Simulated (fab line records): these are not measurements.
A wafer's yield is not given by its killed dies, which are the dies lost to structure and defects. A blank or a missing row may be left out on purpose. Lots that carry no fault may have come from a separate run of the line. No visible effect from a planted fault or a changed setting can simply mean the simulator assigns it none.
Which tool did it?    flow gf180mcu    Sampling: 13 lots, 39 wafers, 4 of 602 route steps

== WHAT EACH GAUGE READ, for each wafer ==
GF_STI_THK_MEAS_24. Usual: STI_CVD_23_THK 647 nm, standard deviation 11.
lot   measured     on             STI_CVD_23_THK (nm)  flag
L182  day 2 16:31  film metro-03  652 653 643          
L183  day 2 20:26  film metro-02  655 657 649          
L185  day 3 05:56  film metro-01  651 664 646          
L186  day 3 12:43  film metro-01  631 637 643          
L188  day 3 21:14  film metro-01  644 657 651          
L189  day 4 02:01  film metro-01  643 630 653          
L190  day 4 07:30  film metro-03  658 656 657          
L192  day 4 16:47  film metro-03  653 638 641          
L193  day 4 23:20  film metro-01  639 641 639          
L196  day 5 13:24  film metro-02  646 634 631          
L201  day 6 15:22  film metro-02  664 663 652          
L202  day 6 20:36  film metro-02  650 647 630          
L203  day 7 03:14  film metro-02  626 634 627          

GF_VT_IMPLANT_TW_MEAS_43. Usual: VT_IMPLANT_4_TW 690, standard deviation 6.7.
lot   measured      on             VT_IMPLANT_4_TW  flag
L182  day 8 04:34   film metro-02  692 690 690      
L183  day 8 09:35   film metro-02  695 695 697      
L185  day 9 02:56   film metro-04  691 690 690      
L186  day 9 04:33   film metro-04  692 692 689      
L188  day 9 18:44   film metro-01  681 681 679      
L189  day 9 22:42   film metro-02  692 696 694      
L190  day 10 07:05  film metro-04  691 691 691      
L192  day 10 19:53  film metro-02  697 699 695      
L193  day 11 06:38  film metro-04  690 688 691      
L196  day 11 23:46  film metro-01  686 682 682      
L201  day 13 08:46  film metro-01  655 658 659      OFF
L202  day 13 18:56  film metro-01  655 657 656      OFF
L203  day 13 23:17  film metro-01  657 659 655      OFF

GF_NSD_CD_MEAS_07: the cd target is 400 nm. Usual: cd nm reads 399.4 nm (standard deviation 2.4).
lot   measured      on         cd nm (nm)         flag
L182  day 14 06:11  cd sem-02  397.4 400.2 399.7  
L183  day 14 11:20  cd sem-02  395.8 396.3 396.9  
L185  day 15 05:17  cd sem-02  403.6 401.8 401.5  
L186  day 15 08:08  cd sem-01  399.5 399.5 399.0  
L188  day 16 01:53  cd sem-01  398.7 401.9 402.1  
L189  day 16 06:59  cd sem-02  397.8 399.5 399.2  
L190  day 16 13:56  cd sem-02  399.4 399.9 399.2  
L192  day 17 07:34  cd sem-02  396.2 396.1 395.0  
L193  day 18 00:49  cd sem-01  401.0 398.4 402.1  
L196  day 18 17:59  cd sem-02  398.2 402.1 401.0  
L201  day 20 14:21  cd sem-01  399.9 401.8 401.5  
L202  day 21 00:34  cd sem-01  402.5 402.9 405.8  
L203  day 21 03:04  cd sem-01  401.2 400.4 400.0  

== WHAT TOOL EACH LOT RAN ON (gives the tool, then ch and the chambers of the sampled wafers, and finally the start) ==
lot   GF_VT_IMPLANT_IMPLANT_41
L182  implanter-04 ch 0, day 8 04:20
L183  implanter-01 ch 0, day 8 09:20
L185  implanter-02 ch 0, day 9 02:41
L186  implanter-02 ch 0, day 9 04:20
L188  implanter-04 ch 0, day 9 18:29
L189  implanter-02 ch 0, day 9 22:29
L190  implanter-01 ch 0, day 10 06:50
L192  implanter-02 ch 0, day 10 19:39
L193  implanter-02 ch 0, day 11 06:25
L196  implanter-01 ch 0, day 11 23:31
L201  implanter-01 ch 0, day 13 08:31
L202  implanter-01 ch 0, day 13 18:43
L203  implanter-01 ch 0, day 13 23:03
- GF_VT_IMPLANT_IMPLANT_41

== WHAT THE TOOLS THEMSELVES READ (means of the sampled wafers that have a number; where no wafer has one, the mark that the record gives instead) ==
GF_VT_IMPLANT_IMPLANT_41. Usual: beam on s 10.00 s, standard deviation 0.21; dose ions cm2 1.013e+12, standard deviation 9.5e+08; end station pressure torr 4.99e-06 Torr, standard deviation 2.8e-07; faraday current uA 5.71, standard deviation 0.12.
lot   tool          beam on s (s)  dose ions cm2  end station pressure torr (Torr)  faraday current uA  flag
L182  implanter-04  9.94           1.012e+12      5.17e-06                          5.74                
L183  implanter-01  10.21          1.013e+12      5.01e-06                          5.60                
L185  implanter-02  9.80           1.012e+12      5.01e-06                          5.82                
L186  implanter-02  9.80           1.012e+12      4.80e-06                          5.82                
L188  implanter-04  10.05          1.012e+12      4.89e-06                          5.70                
L189  implanter-02  10.13          1.013e+12      4.91e-06                          5.63                
L190  implanter-01  9.97           1.013e+12      4.88e-06                          5.73                
L192  implanter-02  10.16          1.013e+12      4.68e-06                          5.63                
L193  implanter-02  9.84           1.013e+12      5.27e-06                          5.77                
L196  implanter-01  9.82           1.012e+12      5.16e-06                          5.80                
L201  implanter-01  10.36          9.027e+11      4.87e-06                          4.91                OFF
L202  implanter-01  10.09          9.022e+11      4.75e-06                          5.02                OFF
L203  implanter-01  10.03          9.004e+11      4.86e-06                          5.07                OFF

== THE ANSWER, worked out from the rows above alone ==
Rule: a lot counts as off when the mean over its wafers that have a number is more than 3 standard deviations away from the usual mean. Also off: a lot with no number at a reading for which 4 or more lots have one. All remaining lots with rows at the step are treated as sound. After the gauges, taken in route order, come the tools' own readings; for these a lot's mean is taken, as printed above. At the first step where some lot is off, the reading lying furthest off is the one used; lots without a number count as furthest.
Off: at GF_VT_IMPLANT_TW_MEAS_43 (VT_IMPLANT_4_TW), L201, L202, L203.
A tool fits if, at a process step before that reading, it ran every lot that is off, and no sound lot after the first of them. Not tried: the gauges at GF_VT_IMPLANT_TW_MEAS_43; whatever is off there is also off at GF_VT_IMPLANT_IMPLANT_41, on other tools, and gauge error can't account for it. One fits: implanter-01 at GF_VT_IMPLANT_IMPLANT_41. A fault onset in the window from L196 (day 11 23:31, its last sound lot) to L201 (day 13 08:31, its first lot off) fits.
The tool's own readings at GF_VT_IMPLANT_IMPLANT_41 bear it out: on the lots that are off they differ by more than 5 times the standard deviation of the sound lots' means. dose ions cm2 reads 9.018e+11 there against 1.012e+12 on the sound lots; faraday current uA reads 5.00 there against 5.72 on the sound lots.

== WHAT HAD BEEN PUT IN BY THE SIMULATOR ==
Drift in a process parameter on implanter-01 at GF_VT_IMPLANT_IMPLANT_41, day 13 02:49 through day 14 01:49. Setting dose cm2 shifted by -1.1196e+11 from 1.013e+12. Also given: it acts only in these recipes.
Shown lots that were struck: L201, L202, L203. Same finding as the rule above.
